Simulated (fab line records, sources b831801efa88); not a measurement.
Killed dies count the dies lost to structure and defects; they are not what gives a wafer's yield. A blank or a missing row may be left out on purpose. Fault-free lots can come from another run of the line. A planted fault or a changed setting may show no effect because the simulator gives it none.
Comparing a struck lot with a sound one	flow sky130	35 steps out of a route of 708
Sound: the wafers L783.1, L783.2, L783.5. Wafers L793.1, L793.2, L793.4 were the ones struck. The cause comes at the end.
Per side, at each step with rows, come the tool, then ch with its chambers, and then its first start. Under that, the readings that differ: sound wafers	struck wafers	difference of the means	sigmas: that difference in standard deviations of wafers without a fault.
alike: readings with means less than 2 such deviations apart, plus words and numbers identical on both sides. not compared: withheld readings, readings lacking a value on some wafer, bounds such as >300 that could conceal the same value, and numbers that have no deviation in the record and whose values overlap.
A row with sigmas, a row that says differs or no value, or rows on one side alone: a step with any of these is where the two part. Non-overlapping numbers with no deviation appear without sigmas and do not part them. Lack of a reading on every wafer of one side parts them only where that side has two or more wafers.

first, 4 steps without rows for these wafers: SKY_METAL5_SOFTBAKE_10 (time 60 s); SKY_METAL5_EXPOSE_11 (exposes mask MM5, target cd 1600 nm); SKY_METAL5_PEB_12; SKY_METAL5_DEVELOP_13 (develop time 60 s).
SKY_METAL5_DESCUM_14: chemistry O2, time 11 s.
  sound on rie-metal-03 ch 0,1, day 43 17:32; struck on rie-metal-04 ch 0,1, day 46 21:55
  alike: chamber-pressure-mTorr, drypump-motor-current-A, he-backside-leak-sccm, oes-product-au
  not compared: rf-hours-counter-h
SKY_METAL5_METAL_ETCH_15: etches the open film in Cl2/BCl3, stops on SiO2, target depth 1260 nm, time 252 s.
  sound on rie-metal-03 ch 0,1, day 43 17:34; struck on rie-metal-04 ch 0,1, day 46 21:58
  alike: chamber-pressure-mTorr, drypump-motor-current-A, he-backside-leak-sccm, oes-product-au, throttle-valve-pct
  not compared: rf-hours-counter-h
SKY_METAL5_STRIP_16: strips in O2/N2.
  sound on plasma-asher-03 ch 0,1, day 43 17:49; struck on plasma-asher-04 ch 0,1, day 46 22:11
  alike: chamber-pressure-mTorr, drypump-motor-current-A, oes-product-au, strip-time-to-endpoint-s
  not compared: rf-hours-counter-h
then, 3 steps without rows for these wafers: SKY_METAL5_STRIP_17 (strips in post etch residue remover, time 1200 s); SKY_METAL5_CLEAN_18 (cleans in IPA, time 180 s); SKY_METAL5_CLEAN_19 (cleans in O3/DIW).
SKY_PASSIVATION_CVD_00: deposits SiO2, target thk 90 nm.
  sound on pecvd-04 ch 0,1,2, day 43 18:24; struck on pecvd-01 ch 1,2, day 46 22:47
  alike: heater-power-w
SKY_PASSIVATION_THK_MEAS_01:
  sound: film-metro-03 at day 43 18:25; struck: film-metro-02 at day 46 22:49
  alike: PASSIVATION_CVD_00_THK
SKY_PASSIVATION_CVD_02: deposits Si3N4, target thk 540 nm.
  sound on pecvd-02 ch 0,1, day 43 18:29; struck on pecvd-04 ch 0,1,2, day 46 22:52
reading	sound	struck	difference	sigmas
model.Si3N4_of_PASSIVATION_CVD_02.thk-nm (nm)	540.6 540.5 544.3	642.8 646.3 656.7	+106.8	
  alike: heater-power-w
SKY_PASSIVATION_THK_MEAS_03:
  sound: film-metro-02 at day 43 18:42; struck: film-metro-03 at day 46 23:06
reading	sound	struck	difference	sigmas
PASSIVATION_CVD_02_THK (nm)	541 540 544	643 647 657	+107	+18
then, 7 steps without rows for these wafers: SKY_PASSIVATION_DEHYDRATE_04 (time 60 s); SKY_PASSIVATION_HMDS_05 (prime time 60 s); SKY_PASSIVATION_COAT_06 (resist thk 3000 nm); SKY_PASSIVATION_SOFTBAKE_07; SKY_PASSIVATION_EXPOSE_08 (exposes mask NSM, target cd 3000 nm); SKY_PASSIVATION_PEB_09; SKY_PASSIVATION_DEVELOP_10 (develop time 60 s).
SKY_PASSIVATION_ETCH_11: etches the open film in CF4/O2, stops on AlCu, target depth 725 nm, time 161.1 s.
  sound on rie-diel-03 ch 0,2,3, day 44 15:49; struck on rie-diel-03 ch 1,2,3, day 47 18:49
reading	sound	struck	difference	sigmas
oes-product-au (a.u.)	0.974 0.973 0.983	0.987 0.994 0.998	+0.016	+3
model.PASSIVATION.feature-depth-nm (nm)	705 705.7 711.8	722.2 726.5 732.4	+19.5	
model.etch.depth-nm (nm)	705 705.7 711.8	722.2 726.5 732.4	+19.5	
  alike: chamber-pressure-mTorr, drypump-motor-current-A, throttle-valve-pct
  not compared: rf-hours-counter-h
SKY_PASSIVATION_STRIP_12: strips in O2/N2.
  sound on plasma-asher-04 ch 0,1, day 44 15:55; struck on plasma-asher-03 ch 0,1, day 47 18:55
reading	sound	struck	difference	sigmas
strip-time-to-endpoint-s (s)	31.91 31.87 31.74	31.58 31.52 31.46	-0.32	-2
  alike: chamber-pressure-mTorr, drypump-motor-current-A, oes-product-au
  not compared: rf-hours-counter-h
then, 7 steps without rows for these wafers: SKY_PAD_OPEN_DEHYDRATE_00 (time 60 s); SKY_PAD_OPEN_HMDS_01 (prime time 60 s); SKY_PAD_OPEN_COAT_02 (resist thk 3000 nm); SKY_PAD_OPEN_SOFTBAKE_03; SKY_PAD_OPEN_EXPOSE_04 (exposes mask PDM, target cd 60000 nm); SKY_PAD_OPEN_PEB_05; SKY_PAD_OPEN_DEVELOP_06 (develop time 60 s).
SKY_PAD_OPEN_ETCH_07: etches the open film in CF4/O2, stops on AlCu, target depth 725 nm, time 161.1 s.
  sound on rie-diel-01 ch 0,3, day 45 13:29; struck on rie-diel-01 ch 0,2,3, day 48 14:14
reading	sound	struck	difference	sigmas
oes-product-au (a.u.)	0.973 0.980 0.977	0.993 0.990 0.992	+0.015	+2
model.etch.depth-nm (nm)	705 705.7 711.8	716.2 727.1 735.4	+18.7	
model.PAD_OPEN.feature-depth-nm (nm)	705 705.7 711.8	716.2 727.1 735.3	+18.7	
  alike: chamber-pressure-mTorr, drypump-motor-current-A, throttle-valve-pct
  not compared: rf-hours-counter-h
then, 1 step without rows for these wafers: SKY_PAD_OPEN_STRIP_08 (strips in O2/N2).
SKY_PAD_OPEN_STRIP_09: strips in post etch residue remover, time 1200 s.
  sound on wet-bench-04 ch 2, day 45 13:41; struck on wet-bench-04 ch 2, day 48 14:26
reading	sound	struck	difference	sigmas
model.Si3N4_of_PASSIVATION_CVD_02.thk-nm (nm)	540.2 540.1 543.9	642.4 646 656.3	+106.8	
then, 1 step without rows for these wafers: SKY_PAD_OPEN_CLEAN_10 (cleans in IPA, time 180 s).
SKY_PAD_OPEN_PROBE_99:
  sound: prober-01 at day 45 15:49; struck: prober-01 at day 48 16:34
  alike: defect-limited-yield, killed_at_M0_to_M3, killed_at_M4_up, killed-at-contacts, killed-at-front-end, killed-at-other, killed-dies, killed-open, killed-short, sort_bin_3_pad_short, sort_bin_5_function, sort_bin_6_memory, sort-n-pass, sort-yield-pct

WHERE THEY PART
First at SKY_PASSIVATION_THK_MEAS_03; last, within this record, at SKY_PAD_OPEN_ETCH_07. Later steps at which nothing parts them and some readings are alike: SKY_PAD_OPEN_PROBE_99.

WHY: whatever the simulator had introduced
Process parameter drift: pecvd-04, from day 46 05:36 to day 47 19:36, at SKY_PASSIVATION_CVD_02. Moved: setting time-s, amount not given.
